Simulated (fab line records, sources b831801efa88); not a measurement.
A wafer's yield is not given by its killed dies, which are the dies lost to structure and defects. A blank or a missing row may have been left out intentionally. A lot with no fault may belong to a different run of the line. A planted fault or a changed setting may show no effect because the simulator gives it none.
Code-filled problem report in 8D (eight disciplines) form + flow gf180mcu + the parts of the form that need people (team, actions taken, sign-off) are left out

## 1. PROBLEM STATEMENT
Wafers without a fault read 1200 W, standard deviation 3.3; biasW at GF_V2_ETCH_17 reads a mean of 1334 W on 6 wafers belonging to 2 lots. That puts it +41 standard deviations away from the usual mean.
The step: etches SiO2 in C4F8/O2/Ar, stops on TiN, target depth 630 nm.
Earliest sighting: wafer L143.1 on rieDiel-03 at day 24 08:00. The record holds 18 wafers of 6 lots with a number at this step. The rule behind "out" and "out of limits": a value lying over 4 standard deviations away from the usual mean. The rest of the wafers with a number are treated as sound.

## 2. WHAT IT IS, WHAT IT ISN'T
| question                    | is                     | is not                                                                   |
|-----------------------------|------------------------|--------------------------------------------------------------------------|
| which readings at this step | biasW                  | oesProductAu                                                             |
| which lots                  | L143, L144             | L137, L138, L151, L154                                                   |
| which wafers of those lots  | all that have a number | -                                                                        |
| read on which tools         | rieDiel-03             | rieDiel-02                                                               |
| when                        | from day 24 08:00      | up to then (6 sound wafers); but 6 sound wafers of L151, L154 came after |

## 3. WHAT RULES OUT EACH SUSPECT
Counting: a tool stays on the suspect list if, at a process step up to the reading, it processed all lots that are out and no sound lot following the first of them.
- rieDiel-03 at GF_V2_ETCH_16 (etches BARC in N2/H2): kept. All lots that are out passed through it, beginning with L143 at day 24 08:25, and no sound lot followed; its final sound lot before that point was L138 at day 22 04:01.
- rieDiel-03 at GF_V2_ETCH_17 (etches SiO2 in C4F8/O2/Ar, stops on TiN, target depth 630 nm): kept. All lots that are out passed through it, beginning with L143 at day 24 08:00, and no sound lot followed; its final sound lot before that point was L138 at day 22 04:00. On those wafers its own readings are out: biasW.
What counting leaves: rieDiel-03 at GF_V2_ETCH_16 and rieDiel-03 at GF_V2_ETCH_17.

## 4. THE CAUSE (what the simulator had put in)
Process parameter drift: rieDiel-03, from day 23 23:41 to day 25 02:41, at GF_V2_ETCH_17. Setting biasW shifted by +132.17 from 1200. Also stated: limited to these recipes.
Counting left 2 suspects, and this tool is among them.

## 5. THE CHAIN OF EFFECTS, in route order
Each row: a reading whose mean over the struck wafers that have a number lies more than 3 standard deviations from the usual. Only readings for which the record gives a usual standard deviation are gone through. hours: the time from each lot's start at the first step in this table that gives one to its start at this step, as a median over the lots. sigmas: the change in usual standard deviations.
| hours | step          | reading | usual  | on struck wafers | change | sigmas |
|-------|---------------|---------|--------|------------------|--------|--------|
| 0     | GF_V2_ETCH_17 | biasW   | 1200 W | 1334             | +134   | +41    |
Here are the process steps it includes:
- GF_V2_ETCH_17: etches SiO2 in C4F8/O2/Ar, stops on TiN, target depth 630 nm.

## 6. HOW IT WOULD HAVE BEEN CAUGHT EARLIER
In this record no reading fell out of limits until day 24 08:00, 8 hours after the fault had begun at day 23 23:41.
